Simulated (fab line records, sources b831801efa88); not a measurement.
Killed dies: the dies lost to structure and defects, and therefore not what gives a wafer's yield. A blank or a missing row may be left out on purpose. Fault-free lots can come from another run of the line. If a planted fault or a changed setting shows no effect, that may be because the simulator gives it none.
fab line records -- flow sky130
record: lots: 12, wafers: 35, last_day: 52
route steps=708 shown METAL2@484 VIA3@575 VIA4@639
lots untouched by any fault: they come from a run of this same line in which no faults occurred
start_h: start of the lot's first displayed wafer, in hours after the record's first day -- wait_h: how many hours have passed since the lot's step before this one -- " unchanged from the row above -- L1.1+2: a single row standing in for several wafers -- - no value, or no start given -- * or withheld: withheld -- < > ~ a bound
route shown NAME@n: NAME is a module with steps in the file, n the number in the route of the first one -- usual: the fault-free wafers' mean and standard deviation -- same: alike in all rows -- chamber/n: place in a boat -- sites: each site's reading -- _std_site: standard deviation of those values -- _edge_site: outer sites' mean less inner sites' -- radius_mm: how far each site lies from the wafer's centre -- mask NAME#n: copy n -- behind: the most recent tool/chamber to have shaped the wafer -- hold: what put the lot on hold/how long, in hours/how the hold closed -- device: whichever transistor did not switch (one of n, p or np) -- end of line: the route-end tests of the same wafers -- a step without rows: its recipe alone -- killed: count of dies lost to structure and defects at first sort (not the wafer's yield) -- map: shows each die of a wafer: x if killed, . if not, _ if none is there
set.NAME: the setting as run; set.NAME@STEP: as run at that earlier step -- model.NAME: the simulator's own value behind a step, which no gauge read
route steps across a sampled set of lots; one table per step, one row per wafer
services: a tool's chamber out of use, with start hour (start_h, from the record's first day; less than 0 if before it), hours out, and reason
== steps ==
step: SKY_METAL2_SPUTTER_01
recipe: material: TiN, target_thk_nm: 20, power_w: 6500, time_s: 16.7, chamber_pressure_pa: 0.4
usual: throttle_valve_pct: 29.4/0.98
lot.wafer,tool,chamber,start_h,wait_h,throttle_valve_pct
L791.1,pvd_sputter-02,-,832.81,0.0,29.6
L791.3,pvd_sputter-02,-,832.81,0.0,30.4
L791.5,pvd_sputter-02,-,832.81,0.0,29.6
L793.2,pvd_sputter-02,-,840.54,0.0,29.9
L793.4,pvd_sputter-02,-,840.54,0.0,30.0
L793.5,pvd_sputter-02,-,840.54,0.0,30.3
L794.2,pvd_sputter-01,-,850.61,0.0,28.1
L794.3,pvd_sputter-01,-,850.61,0.0,29.2
L794.6,pvd_sputter-01,-,850.61,0.0,29.2
L795.2,pvd_sputter-02,-,852.16,0.0,28.4
L795.4,pvd_sputter-02,-,852.16,0.0,29.8
L795.6,pvd_sputter-02,-,852.16,0.0,30.7
L796.1,pvd_sputter-01,-,855.44,0.0,30.1
L796.2,pvd_sputter-01,-,855.44,0.0,28.1
L796.3,pvd_sputter-01,-,855.44,0.0,28.9
L797.1,pvd_sputter-02,-,856.29,0.0,29.6
L797.2,pvd_sputter-02,-,856.29,0.0,30.6
L797.4,pvd_sputter-02,-,856.29,0.0,28.5
L805.2,pvd_sputter-04,-,985.62,0.0,29.1
L805.4,pvd_sputter-04,-,985.62,0.0,29.6
L805.5,pvd_sputter-04,-,985.62,0.0,29.4
L806.3,pvd_sputter-02,-,997.87,0.0,30.4
L806.4,pvd_sputter-02,-,997.87,0.0,30.3
L806.5,pvd_sputter-02,-,997.87,0.0,29.9
L809.1,pvd_sputter-04,-,999.33,0.0,29.5
L809.2,pvd_sputter-04,-,999.33,0.0,32.4
L809.4,pvd_sputter-04,-,999.33,0.0,29.1
L808.3,pvd_sputter-01,-,1001.65,0.0,28.7
L808.4,pvd_sputter-01,-,1001.65,0.0,29.6
L811.1,pvd_sputter-04,-,1002.34,0.0,29.3
L811.3,pvd_sputter-04,-,1002.34,0.0,33.0
L811.5,pvd_sputter-04,-,1002.34,0.0,29.8
L812.4,pvd_sputter-01,-,1005.85,0.0,29.0
L812.5,pvd_sputter-01,-,1005.85,0.0,29.0
L812.6,pvd_sputter-01,-,1005.85,0.0,28.2
step: SKY_VIA3_CMP_02
recipe: material: SiO2, down_force_psi: 4, platen_rpm: 60, pad_velocity_m_s: 0.94248
usual: head_pressure_psi: 4.000/0.0095, motor_current_A: 12.4/1
lot.wafer,tool,chamber,start_h,wait_h,head_pressure_psi,motor_current_A
L791.1,cmp-02,0,942.97,0.1,4.004,11.1
L791.3,cmp-02,1,942.97,0.1,3.994,12.3
L791.5,cmp-02,1,942.97,0.1,3.981,12.3
L793.4,cmp-02,1,950.97,0.1,3.998,12.2
L793.2,cmp-02,3,950.97,0.1,4.005,13.3
L793.5,cmp-02,0,950.97,0.1,3.982,12.3
L794.2,cmp-01,0,960.95,0.0,4.012,13.9
L794.3,cmp-01,2,960.95,0.0,4.005,13.9
L794.6,cmp-01,1,960.95,0.0,4.018,11.3
L795.2,cmp-02,0,961.65,0.1,4.014,11.7
L795.4,cmp-02,2,961.65,0.1,3.987,12.9
L795.6,cmp-02,3,961.65,0.1,4.010,12.4
L796.3,cmp-01,0,964.80,0.0,3.994,13.1
L796.2,cmp-01,2,964.80,0.0,3.976,14.1
L796.1,cmp-01,3,964.80,0.0,4.000,12.4
L797.2,cmp-01,1,965.50,0.0,3.998,10.4
L797.4,cmp-01,3,965.50,0.0,4.006,11.8
L797.1,cmp-01,0,965.50,0.0,3.991,12.6
L805.4,cmp-01,1,1086.90,0.3,4.006,11.0
L805.2,cmp-01,2,1086.90,0.3,4.011,13.5
L805.5,cmp-01,2,1086.90,0.3,4.012,14.7
L806.3,cmp-02,0,1097.43,0.1,3.985,11.0
L806.4,cmp-02,2,1097.43,0.1,4.007,13.4
L806.5,cmp-02,0,1097.43,0.1,4.001,11.5
L809.4,cmp-01,1,1099.05,0.1,3.995,10.8
L809.2,cmp-01,2,1099.05,0.1,3.985,13.3
L809.1,cmp-01,3,1099.05,0.1,3.994,11.9
L808.3,cmp-01,1,1100.37,0.0,4.002,11.4
L808.4,cmp-01,2,1100.37,0.0,4.009,13.9
L811.3,cmp-01,2,1101.39,0.0,3.993,13.6
L811.1,cmp-01,1,1101.39,0.0,3.995,11.8
L811.5,cmp-01,3,1101.39,0.0,4.005,11.6
L812.4,cmp-02,3,1102.97,0.2,3.996,12.1
L812.6,cmp-02,2,1102.97,0.2,4.009,13.4
L812.5,cmp-02,3,1102.97,0.2,3.994,11.7
step: SKY_VIA3_ETCH_15
recipe: target: SiO2, chemistry: C4F8/O2/Ar, target_depth_nm: 507, stop_on: TiN, mask_material: KrF-thick, source_w: 1500, bias_w: 1200, pressure_mtorr: 40, c4f8_flow_sccm: withheld, O2_flow_sccm: 6, Ar_flow_sccm: 300, time_s: 78
usual: oes_product_au: 0.946/0.0048, rf_fwd_power_W: 1488/4.4
lot.wafer,tool,chamber,start_h,wait_h,oes_product_au,rf_fwd_power_W,rf_hours_counter_h
L791.1,rie_diel-04,1,969.04,0.0,0.952,1489,11
L791.3,rie_diel-04,0,969.04,0.0,0.951,1497,2
L791.5,rie_diel-04,1,969.04,0.0,0.951,1490,-
L793.2,rie_diel-03,2,976.92,0.0,0.945,1481,12
L793.4,rie_diel-03,1,976.92,0.0,0.951,1490,17
L793.5,rie_diel-03,3,976.92,0.0,0.954,1488,-
L794.2,rie_diel-04,1,987.07,0.0,0.956,1498,12
L794.3,rie_diel-04,2,987.07,0.0,0.951,1484,4
L794.6,rie_diel-04,1,987.07,0.0,0.940,1495,-
L795.2,rie_diel-03,3,988.22,0.0,0.949,1491,28
L795.4,rie_diel-03,0,988.22,0.0,0.951,1488,4
L795.6,rie_diel-03,0,988.22,0.0,0.938,1493,-
L796.1,rie_diel-04,0,990.62,0.0,0.939,1486,2
L796.2,rie_diel-04,3,990.62,0.0,0.954,1492,11
L796.3,rie_diel-04,1,990.62,0.0,0.952,1485,12
L797.1,rie_diel-03,0,990.97,0.0,0.942,1480,4
L797.2,rie_diel-03,2,990.97,0.0,0.946,1490,13
L797.4,rie_diel-03,1,990.97,0.0,0.944,1487,17
L805.2,rie_diel-01,2,1108.75,0.0,0.946,1495,26
L805.4,rie_diel-01,1,1108.75,0.0,0.941,1482,1
L805.5,rie_diel-01,3,1108.75,0.0,0.959,1494,-
L806.3,rie_diel-04,0,1119.60,0.0,0.947,1480,6
L806.4,rie_diel-04,3,1119.60,0.0,0.943,1488,16
L806.5,rie_diel-04,2,1119.60,0.0,0.943,1486,-
L809.1,rie_diel-03,2,1121.47,0.0,0.942,1482,17
L809.2,rie_diel-03,3,1121.47,0.0,0.950,1488,1
L809.4,rie_diel-03,1,1121.47,0.0,0.949,1490,22
L808.3,rie_diel-03,0,1123.05,0.0,0.949,1489,8
L808.4,rie_diel-03,2,1123.05,0.0,0.946,1484,17
L811.1,rie_diel-03,2,1123.77,0.0,0.949,1490,17
L811.3,rie_diel-03,1,1123.77,0.0,0.951,1488,22
L811.5,rie_diel-03,1,1123.77,0.0,0.953,1491,-
L812.4,rie_diel-01,0,1125.97,0.0,0.942,1487,22
L812.5,rie_diel-01,3,1125.97,0.0,0.944,1485,-
L812.6,rie_diel-01,2,1125.97,0.0,0.953,1495,-
step: SKY_VIA4_HDPCVD_00
recipe: material: SiO2, target_thk_nm: 1750, sigma_open_frac: 0.3, time_s: 291.7, temp_c: 400, sih4_flow_sccm: 60, pressure_mtorr: 6
lot.wafer,tool,chamber,start_h,wait_h
L791.1+3+5,hdpcvd-02,"1,2,1",1022.98,0.0
L793.2+4+5,hdpcvd-02,"0,2,0",1031.59,0.0
L794.2+3+6,hdpcvd-02,"0,2,2",1040.39,0.0
L795.2+4+6,hdpcvd-01,"0,2,0",1041.12,0.0
L797.1+2+4,hdpcvd-01,"0,1,1",1043.84,0.0
L796.1+2+3,hdpcvd-02,"2,1,0",1043.92,0.0
L805.2+4+5,hdpcvd-02,"0,0,2",1152.89,0.0
L806.3+4+5,hdpcvd-01,"0,1,0",1162.62,0.0
L809.1+2+4,hdpcvd-02,"2,0,1",1163.76,0.0
L808.3+4,hdpcvd-02,"0,2",1165.14,0.0
L811.1+3+5,hdpcvd-01,"1,2,2",1165.66,0.0
L812.4+5+6,hdpcvd-01,"1,0,2",1167.13,0.1
step: SKY_VIA4_THK_MEAS_01
recipe: reads: SiO2_of_VIA4_HDPCVD_00
usual: VIA4_HDPCVD_THK: 1751/20
lot.wafer,tool,chamber,start_h,wait_h,VIA4_HDPCVD_THK[nm]
L791.1,film_metro-02,-,1023.16,0.1,1790
L791.3,film_metro-02,-,1023.16,0.1,1754
L791.5,film_metro-02,-,1023.16,0.1,1756
L793.2,film_metro-01,-,1031.78,0.1,1791
L793.4,film_metro-01,-,1031.78,0.1,1757
L793.5,film_metro-01,-,1031.78,0.1,1797
L794.2,film_metro-02,-,1040.58,0.1,1767
L794.3,film_metro-02,-,1040.58,0.1,1728
L794.6,film_metro-02,-,1040.58,0.1,1730
L795.2,film_metro-01,-,1041.31,0.1,1740
L795.4,film_metro-01,-,1041.31,0.1,1771
L795.6,film_metro-01,-,1041.31,0.1,1752
L797.1,film_metro-01,-,1044.02,0.1,1721
L797.2,film_metro-01,-,1044.02,0.1,1746
L797.4,film_metro-01,-,1044.02,0.1,1739
L796.1,film_metro-02,-,1044.10,0.1,1763
L796.2,film_metro-02,-,1044.10,0.1,1754
L796.3,film_metro-02,-,1044.10,0.1,1783
L805.2,film_metro-02,-,1153.08,0.1,1751
L805.4,film_metro-02,-,1153.08,0.1,1761
L805.5,film_metro-02,-,1153.08,0.1,1739
L806.3,film_metro-01,-,1162.82,0.1,1734
L806.4,film_metro-01,-,1162.82,0.1,1760
L806.5,film_metro-01,-,1162.82,0.1,1720
L809.1,film_metro-01,-,1163.94,0.1,1715
L809.2,film_metro-01,-,1163.94,0.1,1734
L809.4,film_metro-01,-,1163.94,0.1,1726
L808.3,film_metro-04,-,1165.34,0.1,1750
L808.4,film_metro-04,-,1165.34,0.1,3101
L811.1,film_metro-01,-,1165.84,0.1,1748
L811.3,film_metro-01,-,1165.84,0.1,1742
L811.5,film_metro-01,-,1165.84,0.1,1749
L812.4,film_metro-02,-,1167.25,0.0,1749
L812.5,film_metro-02,-,1167.25,0.0,1716
L812.6,film_metro-02,-,1167.25,0.0,1747
== services ==
tool,chamber,start_h,hours,kind
hdpcvd-02,-,811.44,1.7,repair
cmp-01,-,812.68,3.9,repair
hdpcvd-01,-,819.59,0.7,repair
hdpcvd-01,0,850.39,9.4,repair
hdpcvd-02,-,851.88,4.3,pm
cmp-01,-,862.59,4.8,pm
cmp-02,-,891.02,7.2,pm
cmp-02,-,898.27,6.8,pm
hdpcvd-02,-,905.91,3.2,repair
cmp-01,-,912.03,4.0,pm
hdpcvd-02,1,926.74,3.7,repair
pvd_sputter-02,-,937.61,0.6,repair
hdpcvd-02,-,950.29,15.0,pm
rie_diel-03,1,957.67,6.3,repair
pvd_sputter-02,-,980.89,4.8,repair
rie_diel-03,2,1002.02,9.2,repair
hdpcvd-01,-,1005.28,0.8,repair
cmp-01,-,1005.91,0.6,repair
cmp-01,-,1006.19,1.1,repair
pvd_sputter-02,-,1016.92,1.2,repair
cmp-01,-,1025.01,0.5,repair
hdpcvd-01,-,1082.92,4.3,pm
hdpcvd-02,-,1163.14,0.5,repair
cmp-01,-,1165.58,3.1,repair
== key ==
first_sign: step: SKY_VIA4_THK_MEAS_01, reading: VIA4_HDPCVD_THK, direction: up, sigmas: 69, usual: 1751, struck: 3101
effect none on later readings
met_at SKY_VIA4_HDPCVD_00
struck_lots L808
struck_wafers L808.4
not_acting_at SKY_METAL2_SPUTTER_01,SKY_VIA3_CMP_02,SKY_VIA3_ETCH_15
onset_between 1163.76 1165.14
fault: kind: process_parameter_drift, tool: hdpcvd-02, chamber: -, onset_h: 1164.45, steps: SKY_VIA4_HDPCVD_00, channel: target_thk_nm, offset: 1351, shape: step, end_h: 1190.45, scope: struck_wafers_only, acts_in: these_recipes_only, stated: 1750
